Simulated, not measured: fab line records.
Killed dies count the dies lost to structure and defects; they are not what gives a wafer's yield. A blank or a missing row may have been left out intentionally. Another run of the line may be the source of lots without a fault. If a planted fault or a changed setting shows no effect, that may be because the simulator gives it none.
Chamber matching | flow gf180mcu | pecvd-03 running GF_V4_CVD_02: 3 sister chambers
The step deposits SiO2 from TEOS, target thk 850 nm, time 94.851 s. 3 wafers are shown with their chamber, then 7 later ones without.

== WAFERS PAIRED WITH THEIR CHAMBERS ==
wafer  | chamber | heater_power_w (W)
L090.4 | 1       | 745
L092.1 | 2       | 541
L092.2 | 0       | 683

== WAFERS MISSING THEIR CHAMBER ==
wafer  | heater_power_w (W)
L092.3 | 749
L092.4 | 579
L092.5 | 756
L092.6 | 778
L094.3 | 822
L094.5 | 604
L094.6 | 857

== WHICH CHAMBER EACH WENT THROUGH ==
wafer  | from the rows above          | in truth
L092.3 | can't be placed: 1 or 0      | 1
L092.4 | can't be placed: 2 or 0      | 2
L092.5 | can't be placed: 1 or 0      | 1
L092.6 | can't be placed: 1 or 0      | 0
L094.3 | can't be placed: 1 or 0      | 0
L094.5 | can't be placed: 2 or 0 or 1 | 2
L094.6 | can't be placed: 1 or 0      | 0
Correct placement for 0 of the 7. Cannot be placed on the basis of these rows: 7; the candidates contain the true chamber in 7. Wrongly placed: 0.
How it was worked out, from the rows above alone: a wafer's distance from a chamber is the root of the sum, over the readings, of the square of ((its reading less the chamber's mean) divided by the reading's scatter). If the next closest chamber is less than 2 further off than the closest, the wafer can't be placed; otherwise it belongs to the closest. Each chamber's mean is taken over the wafers shown for it. The scatter: with one shown wafer a chamber, the root of the mean of the squares of how far each hidden wafer lies from its nearest shown one.
